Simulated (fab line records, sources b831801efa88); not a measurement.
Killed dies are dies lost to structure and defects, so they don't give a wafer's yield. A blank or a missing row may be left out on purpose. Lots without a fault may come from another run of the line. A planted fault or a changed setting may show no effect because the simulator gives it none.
Which tool did it? | flow sky130 | 12 lots, 36 wafers sampled, at 5 steps of a route of 708

WHAT THE GAUGES READ, wafer by wafer
SKY_FIELD_ISO_THK_MEAS_25.
lot  | measured    | on            | FIELD_ISO_CVD_24_THK (nm)
L552 | day 2 11:26 | film_metro-04 | 590 596 599
L553 | day 2 15:22 | film_metro-04 | 595 586 594
L554 | day 2 16:32 | film_metro-04 | 587 606 607
L555 | day 3 00:31 | film_metro-01 | 609 598 610
L556 | day 3 06:30 | film_metro-04 | 595 600 593
L557 | day 3 11:01 | film_metro-03 | 603 603 593
L567 | day 5 14:17 | film_metro-03 | 590 598 606
L568 | day 5 20:23 | film_metro-04 | 583 586 598
L569 | day 5 23:56 | film_metro-04 | 604 600 580
L570 | day 6 03:10 | film_metro-03 | 581 584 589
L574 | day 7 01:04 | film_metro-01 | 581 593 571
L575 | day 7 07:10 | film_metro-04 | 611 606 588

SKY_VT_ADJUST_HVTR_OVL_MEAS_08.
lot  | measured     | on         | VT_ADJUST_HVTR_OVL (nm)
L552 | day 9 16:11  | overlay-02 | -0.2 -0.5 0.4
L553 | day 9 23:13  | overlay-02 | 0.3 -0.7 -0.5
L554 | day 10 18:23 | overlay-01 | -1.3 -2.4 -1.3
L555 | day 10 18:43 | overlay-02 | -0.2 0.5 -0.4
L556 | day 10 19:56 | overlay-01 | -0.6 1.0 0.2
L557 | day 11 12:40 | overlay-01 | 1.1 1.6 1.5
L567 | day 14 04:47 | overlay-01 | -0.9 -1.9 0.8
L568 | day 14 12:34 | overlay-01 | 1.3 0.0 0.6
L569 | day 14 20:37 | overlay-01 | -0.8 -1.9 0.3
L570 | day 14 23:46 | overlay-02 | 0.5 0.6 1.0
L574 | day 16 05:38 | overlay-02 | 1.3 -0.6 -1.4
L575 | day 16 13:49 | overlay-02 | -0.7 0.2 0.4

SKY_SONOS_ONO_THK_MEAS_05.
lot  | measured     | on            | SONOS_ONO_CVD_04_THK (nm)
L552 | day 11 21:47 | film_metro-03 | 5.60 5.59 5.72
L553 | day 12 05:14 | film_metro-03 | 5.63 5.61 5.57
L554 | day 12 23:30 | film_metro-01 | 5.78 5.85 5.72
L555 | day 12 23:32 | film_metro-04 | 5.73 5.65 5.65
L556 | day 13 03:18 | film_metro-04 | 9.01 8.96 8.94 9.01 8.97 8.92
L557 | day 13 21:31 | film_metro-03 | 9.08 8.95 9.07 9.15 8.97 9.14
L567 | day 16 18:16 | film_metro-04 | 5.63 5.65 5.53
L568 | day 17 01:50 | film_metro-03 | 5.62 5.69 5.59
L569 | day 17 09:41 | film_metro-03 | 5.62 5.76 5.76
L570 | day 17 13:39 | film_metro-04 | 5.72 5.61 5.70
L574 | day 19 00:35 | film_metro-01 | 5.70 5.68 5.64
L575 | day 19 06:17 | film_metro-04 | 5.80 5.91 5.83

SKY_SONOS_ONO_OVL_MEAS_14.
lot  | measured     | on         | SONOS_ONO_OVL (nm)
L552 | day 12 22:02 | overlay-01 | -1.5 0.4 -1.6
L553 | day 13 05:47 | overlay-01 | 0.5 -1.3 -1.4
L554 | day 14 00:53 | overlay-01 | -0.3 0.4 0.7
L555 | day 14 01:12 | overlay-02 | -1.2 -1.9 -0.9
L556 | day 14 04:17 | overlay-02 | 0.5 -0.5 1.3
L557 | day 14 22:59 | overlay-02 | -0.8 0.5 1.3
L567 | day 17 23:23 | overlay-01 | -3.7 -1.2 -1.5
L568 | day 18 07:19 | overlay-01 | 1.0 -1.2 -2.0
L569 | day 18 15:08 | overlay-01 | 0.2 -0.3 0.7
L570 | day 18 19:00 | overlay-01 | 0.6 0.3 0.2
L574 | day 20 07:59 | overlay-02 | -1.9 0.6 0.4
L575 | day 20 13:14 | overlay-01 | 3.7 3.0 2.4

WHICH TOOL RAN EACH LOT (tool, then ch and the chambers of the sampled wafers, then the start)
lot  | SKY_SONOS_ONO_CVD_04
L552 | lpcvd-03 ch 1, day 11 20:32
L553 | lpcvd-03 ch 1, day 12 03:22
L554 | lpcvd-03 ch 0, day 12 22:15
L555 | lpcvd-03 ch 1, day 12 22:15
L556 | lpcvd-03 ch 0, day 13 02:03
L557 | lpcvd-03 ch 0, day 13 20:16
L567 | lpcvd-03 ch 0, day 16 17:01
L568 | lpcvd-03 ch 1, day 17 00:35
L569 | lpcvd-03 ch 1, day 17 07:47
L570 | lpcvd-03 ch 1, day 17 11:46
L574 | lpcvd-03 ch 0, day 18 23:20
L575 | lpcvd-03 ch 0, day 19 05:00
- SKY_SONOS_ONO_CVD_04: deposits SiO2 from SiH4/N2O, target thk 5.7199 nm.

WHAT THE TOOLS THEMSELVES READ (means of the sampled wafers that have a number; where no wafer has one, the mark that the record gives instead)
SKY_SONOS_ONO_CVD_04.
lot  | tool     | spike_tc_bottom_C (C) | spike_tc_centre_C (C) | spike_tc_lower_C (C) | spike_tc_top_C (C) | spike_tc_upper_C (C) | susceptor_temp_C (C) | zone_power_lower_pct (%) | zone_power_upper_pct (%)
L552 | lpcvd-03 | 912.4                 | 899.1                 | 902.0                | 909.0              | 900.5                | 899.8                | 16.24                    | 16.89
L553 | lpcvd-03 | 912.1                 | 900.4                 | 902.3                | 909.6              | 900.9                | 900.1                | 16.46                    | 16.91
L554 | lpcvd-03 | 912.4                 | 901.3                 | 901.2                | 905.2              | 897.6                | 900.0                | 16.53                    | 16.41
L555 | lpcvd-03 | 912.1                 | 899.4                 | 902.9                | 907.3              | 899.3                | 899.6                | 16.18                    | 16.76
L556 | lpcvd-03 | 944.2                 | 932.8                 | 930.5                | 937.4              | 930.3                | 930.9                | 17.83                    | 17.90
L557 | lpcvd-03 | 944.5                 | 932.9                 | 930.6                | 937.2              | 930.7                | 931.1                | 17.93                    | 17.91
L567 | lpcvd-03 | 913.0                 | 900.6                 | 899.9                | 906.1              | 897.2                | 899.9                | 16.58                    | 16.44
L568 | lpcvd-03 | 911.9                 | 899.4                 | 902.9                | 909.5              | 899.6                | 900.2                | 16.32                    | 17.01
L569 | lpcvd-03 | 912.8                 | 900.3                 | 902.0                | 907.9              | 900.9                | 900.1                | 16.46                    | 16.86
L570 | lpcvd-03 | 911.8                 | 899.8                 | 902.4                | 908.9              | 901.1                | 899.8                | 16.49                    | 16.73
L574 | lpcvd-03 | 912.6                 | 900.9                 | 898.3                | 905.2              | 898.3                | 900.0                | 16.58                    | 16.44
L575 | lpcvd-03 | 913.2                 | 900.8                 | 899.4                | 906.2              | 899.3                | 900.0                | 16.54                    | 16.48

THE ANSWER, worked out from the rows above alone
Rule: what is usual is taken from the lots themselves. Put in order of their means at a reading, lots are off if they are a third of the lots or fewer, leave a main group of 4 or more, and stand apart from it by a gap of 3 or more times the standard deviation of the main group's means; of several such gaps the widest counts. A main group whose means are all the same, to the digits that the tables above print for the reading, isn't used. A lot without any number at a reading at which 4 lots or more have one is off too. The other lots that the step has rows for count as sound. The gauges are gone through in route order, then the tools' own readings, and for those a lot's mean is taken as printed above. The first step at which some lot is off is used, and at that step the reading that is off furthest; a lot without a number counts as furthest.
Off: L556, L557, at SKY_SONOS_ONO_THK_MEAS_05 (SONOS_ONO_CVD_04_THK). The main group: mean 5.68 nm, standard deviation 0.074.
A tool fits if, at a process step before that reading, it ran every lot that is off, and no sound lot after the first of them. The gauges at SKY_SONOS_ONO_THK_MEAS_05 aren't tried: what is off there is off at SKY_SONOS_ONO_CVD_04 too, on other tools, and a gauge's error can't cause that. None of those tried fits.

WHAT THE SIMULATOR HAD PUT IN
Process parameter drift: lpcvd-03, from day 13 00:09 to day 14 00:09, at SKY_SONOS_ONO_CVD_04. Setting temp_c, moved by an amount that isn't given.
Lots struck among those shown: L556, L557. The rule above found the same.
